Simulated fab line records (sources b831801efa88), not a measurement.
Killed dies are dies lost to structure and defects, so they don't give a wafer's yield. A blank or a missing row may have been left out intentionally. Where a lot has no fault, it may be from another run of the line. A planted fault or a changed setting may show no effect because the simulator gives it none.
Check for tools in common + flow gf180mcu + Lots sampled 14, wafers sampled 42

== WHY IT WAS OPENED ==
GF_VT_IMPLANT_OVL_MEAS_07, reading VT_IMPLANT_OVL: flagged on 2 of 14 lots. Fault-free wafers read 1.3 nm, with a standard deviation of 1.8.
Rule: a lot is flagged when every wafer of it that has a number lies more than 4 standard deviations from that mean, or none has a number. The other lots count as sound.

| lot  | measured     | on         | VT_IMPLANT_OVL (nm), wafer by wafer | flag    |
|------|--------------|------------|-------------------------------------|---------|
| L313 | day 5 12:44  | overlay-02 | 1.5 2.0 2.8                         |         |
| L314 | day 5 20:20  | overlay-01 | 3.0 3.4 2.9                         |         |
| L315 | day 5 22:58  | overlay-01 | 0.2 -0.2 -0.5                       |         |
| L316 | day 6 09:13  | overlay-02 | 2.7 2.8 3.4                         |         |
| L318 | day 7 02:22  | overlay-01 | 2.2 1.8 -0.2                        |         |
| L317 | day 7 02:34  | overlay-02 | -1.6 -1.7 -1.7                      |         |
| L319 | day 7 18:37  | overlay-02 | 0.3 -0.6 -1.8                       |         |
| L321 | day 8 01:46  | overlay-01 | 2.3 4.2 4.4                         |         |
| L324 | day 8 13:49  | overlay-02 | -139.4 -141.0 -141.8                | FLAGGED |
| L328 | day 9 14:12  | overlay-02 | -138.8 -141.6 -139.9                | FLAGGED |
| L330 | day 9 23:31  | overlay-01 | 1.0 1.4 3.6                         |         |
| L331 | day 10 07:19 | overlay-01 | 0.8 1.1 1.9                         |         |
| L332 | day 10 13:58 | overlay-02 | 5.6 2.7 2.5                         |         |
| L335 | day 11 07:04 | overlay-02 | 1.3 3.9 1.5                         |         |
The mean of the flagged lots' numbers is -140.4 nm, -141.7 nm from the usual (-79 standard deviations).

== EACH LOT AND THE TOOL IT RAN ON ==
The record keeps 1 process step preceding the reading, out of 602 steps on the route. Every cell lists first the tool, next ch and the chambers used by the sampled wafers, and last the start.
| lot  | flag    | GF_VT_IMPLANT_EXPOSE_04             |
|------|---------|-------------------------------------|
| L313 |         | iline_stepper-01 ch 0, day 5 05:29  |
| L314 |         | iline_stepper-01 ch 0, day 5 13:27  |
| L315 |         | iline_stepper-02 ch 0, day 5 16:11  |
| L316 |         | iline_stepper-01 ch 0, day 6 01:53  |
| L318 |         | iline_stepper-01 ch 0, day 6 18:31  |
| L317 |         | iline_stepper-02 ch 0, day 6 18:47  |
| L319 |         | iline_stepper-01 ch 0, day 7 10:41  |
| L321 |         | iline_stepper-01 ch 0, day 7 18:02  |
| L324 | FLAGGED | iline_stepper-02 ch 0, day 8 06:10  |
| L328 | FLAGGED | iline_stepper-02 ch 0, day 9 06:20  |
| L330 |         | iline_stepper-01 ch 0, day 9 14:50  |
| L331 |         | iline_stepper-01 ch 0, day 9 23:13  |
| L332 |         | iline_stepper-01 ch 0, day 10 05:07 |
| L335 |         | iline_stepper-01 ch 0, day 10 22:04 |
These steps, and what they do:
- GF_VT_IMPLANT_EXPOSE_04: exposes mask LVPWELL LV AREA, target cd 600 nm.
- GF_VT_IMPLANT_OVL_MEAS_07

== FLAGGED OVER TOTAL, TOOL BY TOOL (the gauges that took the reading come last) ==
| step                      | tool             | lots run | flagged | share of the flagged lots | sound lots run after its first flagged lot |
|---------------------------|------------------|----------|---------|---------------------------|--------------------------------------------|
| GF_VT_IMPLANT_EXPOSE_04   | iline_stepper-01 | 10       | 0       | none                      | -                                          |
| GF_VT_IMPLANT_EXPOSE_04   | iline_stepper-02 | 4        | 2       | all                       | 0                                          |
| GF_VT_IMPLANT_OVL_MEAS_07 | overlay-01       | 6        | 0       | none                      | -                                          |
| GF_VT_IMPLANT_OVL_MEAS_07 | overlay-02       | 8        | 2       | all                       | 2 (L332,L335)                              |

== THE TABLE: WHAT IT ALLOWS ==
Every flagged lot went through 2 rows of the table: iline_stepper-02 at GF_VT_IMPLANT_EXPOSE_04 and overlay-02 at GF_VT_IMPLANT_OVL_MEAS_07.
- iline_stepper-02 at GF_VT_IMPLANT_EXPOSE_04: 2 of its 4 lots flagged. Last sound lot L317 at day 6 18:47, first flagged lot L324 at day 8 06:10; a fault beginning in between fits.
- overlay-02 at GF_VT_IMPLANT_OVL_MEAS_07: 2 of its 8 lots flagged. Sound lots ran on it after the first flagged one (L332, L335), which a lasting fault on the whole tool wouldn't allow.
iline_stepper-02 at GF_VT_IMPLANT_EXPOSE_04 is the single tool remaining.

== WHAT THE SIMULATOR PUT IN ==
Scanner matching overlay: iline_stepper-02, from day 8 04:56 on, at GF_VT_IMPLANT_EXPOSE_04. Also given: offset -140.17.
Lots struck among those shown: L324, L328. The rule above found the same.
